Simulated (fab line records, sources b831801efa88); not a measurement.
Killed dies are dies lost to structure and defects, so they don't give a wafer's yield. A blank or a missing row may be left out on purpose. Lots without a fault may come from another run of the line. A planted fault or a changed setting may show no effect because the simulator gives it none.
fab line records | flow gf180mcu
record lots=6 wafers=18 last_day=34
route steps=602 shown V4@500 MIM@503
lots that met no fault: from a run of the same line without faults
start_h: hours from the record's first day to the start of the lot's first wafer shown | wait_h: hours since the lot's step before | " the same as in the row above | L1.1+2: a row that stands for several wafers | - no value, or no start given | * or withheld: withheld | < > ~ a bound
route shown NAME@n: a module of which the file shows steps, and the number in the route of the first | usual: mean/standard deviation of fault-free wafers | same: alike in all rows | chamber/n: place in a boat | sites: the reading at each site | _std_site: their standard deviation | _edge_site: outer sites' mean less inner sites' | radius_mm: how far each site lies from the wafer's centre | mask NAME#n: copy n | behind: the tool/chamber that last shaped the wafer | hold: why the lot was held/for how many hours/how that ended | device: the transistor (n, p or np) that didn't switch | end of line: the same wafers' tests at the end of the route | a step without rows: its recipe alone | killed: dies lost to structure and defects at the first sort, not the wafer's yield | map: a wafer's dies, x killed, . not, _ none there
set.NAME: the setting as run; set.NAME@STEP: as run at that earlier step | model.NAME: the simulator's own value behind a step, which no gauge read
lots at some steps of the route; a table a step, a row a wafer
services: from which hour (start_h, from the record's first day; less than 0 if before it) a tool's chamber was out of use, for how many hours, and why
## steps
# step GF_V4_RS_MEAS_24
# recipe thk_meas_gauge=four-point-probe reads=W_of_V4_CVD_23+TiN_of_V4_SPUTTER_22+Ti_of_V4_SPUTTER_21
# usual V4_W_RS=0.326/0.004
# columns lot.wafer tool chamber start_h wait_h V4_W_RS[ohm/sq]
L425.3 film_metro-01 - 561.40 0.1 0.328
L425.5 " - " " 0.327
L425.6 " - " " 0.320
L436.1 film_metro-01 - 651.26 0.1 0.329
L436.2 " - " " 0.328
L436.4 " - " " 0.328
L439.1 film_metro-04 - 672.69 0.1 0.322
L439.3 " - " " 0.317
L439.5 " - " " 0.325
L440.2 film_metro-04 - 677.38 0.1 0.326
L440.3 " - " " 0.330
L440.6 " - " " 0.327
L441.3 film_metro-04 - 682.05 0.1 0.325
L441.4 " - " " 0.330
L441.5 " - " " 0.328
L448.1 film_metro-04 - 720.96 0.1 0.332
L448.2 " - " " 0.332
L448.3 " - " " 0.329
# step GF_V4_THK_MEAS_25
# recipe thk_meas_gauge=xrf reads=W_of_V4_CVD_23
# usual V4_W_THK=364/5.3
# columns lot.wafer tool chamber start_h wait_h V4_W_THK[nm]
L425.3 film_metro-01 - 561.50 0.1 366
L425.5 " - " " 366
L425.6 " - " " 374
L436.1 film_metro-01 - 651.38 0.1 361
L436.2 " - " " 364
L436.4 " - " " 364
L439.1 film_metro-04 - 672.81 0.1 368
L439.3 " - " " 372
L439.5 " - " " 360
L440.2 film_metro-04 - 677.49 0.1 359
L440.3 " - " " 358
L440.6 " - " " 362
L441.3 film_metro-04 - 682.15 0.1 361
L441.4 " - " " 356
L441.5 " - " " 360
L448.1 film_metro-04 - 721.08 0.1 357
L448.2 " - " " 357
L448.3 " - " " 360
# step GF_V4_CMP_26
# recipe stop_on=SiO2 down_force_psi=3.5 platen_rpm=60 t_overpolish_s=15 target_thk_nm=0 pad_velocity_m_s=0.94248
# step GF_MIM_SPUTTER_00
# recipe material=Ti target_thk_nm=37.5 arriving_ion_energy_ev=80 substrate_temp_c=200 chamber_pressure_pa=2 power_w=4000 time_s=150
# usual cathode_dc_power_W=4000.0/0.81 chamber_pressure_pa=2.000/0.0038 throttle_valve_pct=29.9/0.92
# columns lot.wafer tool chamber start_h wait_h cathode_dc_power_W chamber_pressure_pa throttle_valve_pct
L425.3 pvd_sputter-02 - 561.84 0.2 3999.5 1.993 28.9
L425.5 " - " " 3999.5 2.002 30.8
L425.6 " - " " 3998.5 1.997 29.2
L436.1 pvd_sputter-02 - 651.74 0.1 3999.7 2.001 28.9
L436.2 " - " " 4001.7 1.994 31.5
L436.4 " - " " 4000.1 2.003 29.2
L439.1 pvd_sputter-04 - 673.17 0.2 4000.5 1.997 29.7
L439.3 " - " " 4001.5 2.005 29.5
L439.5 " - " " 3999.9 2.001 29.9
L440.2 pvd_sputter-02 - 677.84 0.2 3999.1 2.000 31.4
L440.3 " - " " 4000.3 2.001 28.8
L440.6 " - " " 4001.3 2.004 29.0
L441.3 pvd_sputter-04 - 682.49 0.2 3999.2 1.997 29.2
L441.4 " - " " 4000.3 1.999 29.7
L441.5 " - " " 4002.5 1.994 29.1
L448.1 pvd_sputter-03 - 721.44 0.1 4000.0 2.003 28.8
L448.2 " - " " 3999.5 2.002 29.5
L448.3 " - " " 4000.4 2.004 29.9
# step GF_MIM_SPUTTER_01
# recipe material=TiN target_thk_nm=30 power_w=6500 time_s=25 chamber_pressure_pa=0.4
# step GF_MIM_SPUTTER_02
# recipe material=AlCu target_thk_nm=450 power_w=10600 time_s=23.9 chamber_pressure_pa=0.4
# step GF_MIM_SPUTTER_03
# recipe material=Ti target_thk_nm=10 substrate_temp_c=300 chamber_pressure_pa=0.2955 power_w=3000 time_s=6.7
# step GF_MIM_SPUTTER_04
# recipe material=TiN target_thk_nm=50 power_w=6500 time_s=41.7 chamber_pressure_pa=0.4
# step GF_MIM_CVD_05
# recipe material=Si3N4 target_thk_nm=42 temp_max_c=400 temp_c=385 time_s=29.086 rf_w=450
# usual heater_power_w=635/74
# columns lot.wafer tool chamber start_h wait_h heater_power_w
L425.3 pecvd-03 0 562.06 0.0 702
L425.5 " 2 " " 472
L425.6 " 0 " " 710
L436.1 pecvd-04 0 651.97 0.0 674
L436.2 " 2 " " 765
L436.4 " 1 " " 546
L439.1 pecvd-04 2 673.39 0.0 787
L439.3 " 0 " " 628
L439.5 " 0 " " 628
L440.2 pecvd-04 0 678.06 0.0 685
L440.3 " 2 " " 729
L440.6 " 2 " " 724
L441.3 pecvd-02 1 682.71 0.0 566
L441.4 " 2 " " 590
L441.5 " 1 " " 554
L448.1 pecvd-04 0 721.66 0.0 663
L448.2 " 2 " " 765
L448.3 " 1 " " 590
# step GF_MIM_THK_MEAS_06
# recipe reads=Si3N4_of_MIM_CVD_05
# usual MIM_CVD_05_THK=42.1/0.51
# columns lot.wafer tool chamber start_h wait_h MIM_CVD_05_THK[nm]
L425.3 film_metro-03 - 562.12 0.0 41.6
L425.5 " - " " 41.5
L425.6 " - " " 42.7
L436.1 film_metro-03 - 652.00 0.0 41.4
L436.2 " - " " 41.1
L436.4 " - " " 41.9
L439.1 film_metro-03 - 673.42 0.0 41.3
L439.3 " - " " 41.0
L439.5 " - " " 42.1
L440.2 film_metro-04 - 678.10 0.0 41.8
L440.3 " - " " 41.7
L440.6 " - " " 41.9
L441.3 film_metro-02 - 682.77 0.0 41.6
L441.4 " - " " 42.6
L441.5 " - " " 42.2
L448.1 film_metro-02 - 721.69 0.0 41.2
L448.2 " - " " 41.4
L448.3 " - " " 41.5
# step GF_MIM_SPUTTER_07
# recipe material=TiN target_thk_nm=60 power_w=6500 time_s=50 chamber_pressure_pa=0.4
# usual cathode_dc_power_W=6500.1/1.1 chamber_pressure_pa=0.4000/0.00078 throttle_valve_pct=29.9/0.91
# columns lot.wafer tool chamber start_h wait_h cathode_dc_power_W chamber_pressure_pa throttle_valve_pct
L425.3 pvd_sputter-03 - 562.16 0.0 6501.0 0.3998 30.5
L425.5 " - " " 6499.6 0.4007 29.3
L425.6 " - " " 6501.5 0.4002 28.7
L436.1 pvd_sputter-04 - 652.06 0.1 6502.4 0.3998 29.3
L436.2 " - " " 6500.8 0.3997 29.9
L436.4 " - " " 6500.4 0.4008 29.0
L439.1 pvd_sputter-03 - 673.48 0.1 6499.8 0.3999 30.1
L439.3 " - " " 6499.9 0.3985 30.8
L439.5 " - " " 6500.2 0.4006 29.6
L440.2 pvd_sputter-04 - 678.15 0.0 6500.0 0.4014 29.8
L440.3 " - " " 6499.1 0.3996 29.0
L440.6 " - " " 6500.4 0.4022 31.4
L441.3 pvd_sputter-03 - 682.81 0.0 6499.0 0.3997 29.9
L441.4 " - " " 6496.3 0.4005 28.6
L441.5 " - " " 6501.0 0.3999 30.6
L448.1 pvd_sputter-04 - 721.75 0.1 6501.0 0.3998 28.9
L448.2 " - " " 6499.7 0.4006 29.8
L448.3 " - " " 6500.2 0.4006 31.5
# step GF_MIM_SPUTTER_08
# recipe material=AlCu target_thk_nm=200 power_w=10600 time_s=10.6 chamber_pressure_pa=0.4
# usual cathode_dc_power_W=10600/1.8 chamber_pressure_pa=0.4000/0.00082 throttle_valve_pct=29.9/0.92
# columns lot.wafer tool chamber start_h wait_h cathode_dc_power_W chamber_pressure_pa throttle_valve_pct
L425.3 pvd_sputter-03 - 562.20 0.0 10602 0.4010 30.7
L425.5 " - " " 10601 0.4009 29.5
L425.6 " - " " 10602 0.3998 28.9
L436.1 pvd_sputter-04 - 652.10 0.0 10603 0.4002 29.6
L436.2 " - " " 10599 0.3993 29.7
L436.4 " - " " 10602 0.4006 29.2
L439.1 pvd_sputter-03 - 673.52 0.0 10600 0.3990 30.0
L439.3 " - " " 10601 0.4004 30.7
L439.5 " - " " 10598 0.3992 29.6
L440.2 pvd_sputter-04 - 678.20 0.0 10602 0.4003 29.6
L440.3 " - " " 10600 0.3993 28.9
L440.6 " - " " 10602 0.4000 31.4
L441.3 pvd_sputter-03 - 682.85 0.0 10601 0.4019 30.3
L441.4 " - " " 10603 0.3997 29.0
L441.5 " - " " 10599 0.4012 30.7
L448.1 pvd_sputter-04 - 721.80 0.0 10601 0.4004 29.2
L448.2 " - " " 10602 0.3996 29.7
L448.3 " - " " 10601 0.3994 31.6
# step GF_MIM_SPUTTER_09
# recipe material=TiN target_thk_nm=35 power_w=6500 time_s=29.2 chamber_pressure_pa=0.4
# usual cathode_dc_power_W=6500.1/1.1 chamber_pressure_pa=0.4001/0.00077 throttle_valve_pct=29.9/0.95
# columns lot.wafer tool chamber start_h wait_h cathode_dc_power_W chamber_pressure_pa throttle_valve_pct
L425.3 pvd_sputter-03 - 562.22 0.0 6500.1 0.4006 30.4
L425.5 " - " " 6500.1 0.3980 29.8
L425.6 " - " " 6497.6 0.4013 28.9
L436.1 pvd_sputter-04 - 652.12 0.0 6502.1 0.3993 29.5
L436.2 " - " " 6499.4 0.3991 29.7
L436.4 " - " " 6500.7 0.4005 28.7
L439.1 pvd_sputter-03 - 673.55 0.0 - - -
L439.3 " - " " - - -
L439.5 " - " " - - -
L440.2 pvd_sputter-04 - 678.22 0.0 - - -
L440.3 " - " " - - -
L440.6 " - " " - - -
L441.3 pvd_sputter-03 - 682.87 0.0 6498.4 0.4005 30.1
L441.4 " - " " 6500.1 0.4002 28.7
L441.5 " - " " 6502.0 0.4001 30.5
L448.1 pvd_sputter-04 - 721.82 0.0 6501.2 0.3995 28.9
L448.2 " - " " 6498.4 0.4007 29.7
L448.3 " - " " 6500.2 0.3998 31.6
# step GF_MIM_THK_MEAS_11
# recipe thk_meas_gauge=xrf reads=AlCu_of_MIM_SPUTTER_08
# usual MIM_ALCU_THK=199.2/2
# columns lot.wafer tool chamber start_h wait_h MIM_ALCU_THK[nm]
L425.3 film_metro-02 - 562.40 0.1 198.7
L425.5 " - " " 196.2
L425.6 " - " " 199.4
L436.1 film_metro-02 - 652.28 0.1 200.2
L436.2 " - " " 199.6
L436.4 " - " " 199.1
L439.1 film_metro-04 - 673.70 0.1 211.2
L439.3 " - " " 212.3
L439.5 " - " " 211.0
L440.2 film_metro-03 - 678.38 0.1 211.7
L440.3 " - " " 212.8
L440.6 " - " " 213.8
L441.3 film_metro-02 - 683.05 0.1 198.6
L441.4 " - " " 203.0
L441.5 " - " " 201.7
L448.1 film_metro-03 - 721.97 0.1 198.9
L448.2 " - " " 197.4
L448.3 " - " " 201.2
# step GF_MIM_DEHYDRATE_12
# recipe temp_c=200 time_s=60
# step GF_MIM_HMDS_13
# recipe prime_time_s=60 prime_temp_c=120
# step GF_MIM_COAT_14
# recipe resist=NOVOLAK spin_rpm=3000 resist_thk_nm=1000
# step GF_MIM_SOFTBAKE_15
# recipe temp_c=90 time_s=60 resist=NOVOLAK
# step GF_MIM_EXPOSE_16
# recipe mask_id=FuseTop target_cd_nm=2000 na=0.6 source_shape=conventional sigma_outer=0.6 dose_mj=140
# step GF_MIM_PEB_17
# recipe temp_c=withheld time_s=* resist=NOVOLAK
# step GF_MIM_DEVELOP_18
# recipe develop_time_s=60 dev_temp_c=23
# step GF_MIM_METAL_ETCH_19
# recipe chemistry=Cl2/BCl3 mask_material=NOVOLAK stop_on=Si3N4 target_depth_nm=324.5 pressure_mtorr=8 icp_w=800 bias_w=140 Cl2_flow_sccm=80 bcl3_flow_sccm=40 time_s=54.1
# usual drypump_motor_current_A=5.8/0.44 oes_product_au=0.942/0.0059 throttle_valve_pct=28.283/0.0097
# columns lot.wafer tool chamber start_h wait_h drypump_motor_current_A oes_product_au rf_hours_counter_h throttle_valve_pct
L425.3 rie_metal-04 1 583.61 0.1 5.6 0.943 - 28.292
L425.5 " 1 " " 5.6 0.937 - 28.278
L425.6 " 1 " " 5.6 0.947 - 28.277
L436.1 rie_metal-02 1 671.21 0.1 6.1 0.943 3 28.269
L436.2 " 1 " " 6.1 0.956 - 28.281
L436.4 " 1 " " 6.1 0.949 - 28.292
L439.1 rie_metal-01 1 692.07 0.1 6.3 1.004 12 28.214
L439.3 " 0 " " 6.6 0.996 - 28.237
L439.5 " 1 " " 6.3 0.994 - 28.228
L440.2 rie_metal-04 0 696.81 0.1 5.7 0.986 5 28.220
L440.3 " 1 " " 5.6 0.987 - 28.222
L440.6 " 1 " " 5.6 0.995 - 28.221
L441.3 rie_metal-04 0 701.64 0.1 5.7 0.948 - 28.274
L441.4 " 1 " " 5.6 0.942 - 28.264
L441.5 " 1 " " 5.6 0.947 - 28.286
L448.1 rie_metal-04 1 738.98 0.1 5.6 0.937 8 28.277
L448.2 " 0 " " 5.7 0.941 6 28.286
L448.3 " 1 " " 5.6 0.944 - 28.275
# step GF_MIM_STRIP_20
# recipe chemistry=O2/N2 power_w=1400 pressure_mtorr=1500 platen_temp_c=250 o2_flow_sccm=3000 n2_flow_sccm=300 overash_fraction=0.5
# usual drypump_motor_current_A=5.7/0.47 heater_power_w=325/23 oes_product_au=0.692/0.0045 platen_temp_c=249.99/0.17 strip_time_to_endpoint_s=11.23/0.039
# columns lot.wafer tool chamber start_h wait_h drypump_motor_current_A heater_power_w oes_product_au platen_temp_c rf_hours_counter_h strip_time_to_endpoint_s
L425.3 plasma_asher-01 1 583.74 0.1 5.0 344 0.691 249.98 - 11.22
L425.5 " 0 " " 5.6 314 0.693 250.14 - 11.20
L425.6 " 1 " " 5.0 355 0.699 250.11 - 11.28
L436.1 plasma_asher-02 0 671.35 0.1 5.4 310 0.688 249.92 93 11.18
L436.2 " 1 " " 6.6 354 0.687 249.93 93 11.19
L436.4 " 0 " " 5.4 306 0.694 250.28 - 11.19
L439.1 plasma_asher-02 1 692.14 0.0 6.6 358 0.688 249.94 95 11.25
L439.3 " 0 " " 5.5 303 0.694 249.77 - 11.22
L439.5 " 0 " " 5.5 313 0.695 249.96 - 11.22
L440.2 plasma_asher-02 1 696.88 0.0 6.6 367 0.692 249.87 96 11.16
L440.3 " 0 " " 5.4 310 0.691 249.95 - 11.21
L440.6 " 1 " " 6.6 369 0.686 250.16 - 11.17
L441.3 plasma_asher-02 0 701.72 0.1 5.5 307 0.685 249.89 - 11.16
L441.4 " 1 " " 6.6 364 0.681 250.11 - 11.16
L441.5 " 1 " " 6.6 366 0.689 249.86 - 11.19
L448.1 plasma_asher-02 1 739.05 0.0 6.6 374 0.699 250.11 100 11.30
L448.2 " 0 " " 5.5 307 0.696 250.35 100 11.27
L448.3 " 1 " " 6.6 359 0.693 249.93 - 11.24
## services
# columns tool chamber start_h hours kind
rie_metal-04 0 539.42 79.4 repair
pecvd-03 - 563.90 4.3 pm
pvd_sputter-02 - 582.03 9.0 repair
pecvd-03 - 591.12 14.0 pm
pvd_sputter-03 3 595.71 - consumable_replace:kit
rie_metal-04 - 597.80 0.3 repair
pecvd-02 2 609.42 5.5 repair
pecvd-04 1 629.13 15.8 repair
plasma_asher-02 - 634.29 4.3 pm
rie_metal-02 - 637.84 1.1 repair
pvd_sputter-03 - 644.69 2.2 repair
pecvd-04 - 649.26 1.5 repair
plasma_asher-01 - 666.75 0.5 repair
pecvd-04 - 670.19 2.4 repair
rie_metal-04 - 678.57 2.8 pm
plasma_asher-02 - 680.62 3.0 repair
rie_metal-02 1 698.15 14.9 repair
pvd_sputter-04 0 701.93 - consumable_replace:kit
pvd_sputter-04 0 701.93 18.0 scheduled_down
pvd_sputter-04 0 701.93 18.0 vent_cycle
pecvd-04 - 715.16 0.5 repair
pvd_sputter-03 - 724.17 4.3 repair
pecvd-04 0 730.29 7.2 repair
plasma_asher-02 - 736.15 2.8 pm
## key
first_sign step=GF_MIM_SPUTTER_09 reading=tool_record direction=missing
effect step=GF_MIM_THK_MEAS_11 reading=MIM_ALCU_THK direction=up sigmas=6.4 usual=199.2 struck=212.1
effect step=GF_MIM_METAL_ETCH_19 reading=oes_product_au direction=up sigmas=8.6 usual=0.942 struck=0.994
met_at GF_MIM_SPUTTER_09
struck_wafers L439.1,L439.3,L439.5,L440.2,L440.3,L440.6
later_rows_left_out L439.1,L439.3,L439.5,L440.2,L440.3,L440.6
sort_left_out L439.1,L439.3,L439.5,L440.2,L440.3,L440.6
onset_between 652.12 673.55
fault kind=skipped_step_whole tool=pvd_sputter-03,pvd_sputter-04 chamber=- onset_h=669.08 steps=GF_MIM_SPUTTER_09 scope=struck_lots_only
# sort_left_out: the simulated sort isn't trusted on such a fault, so these wafers' sort isn't shown, and their yield isn't known
# later_rows_left_out: the simulator's readings of these wafers behind a module that went badly wrong aren't trusted and aren't shown, but for the sort
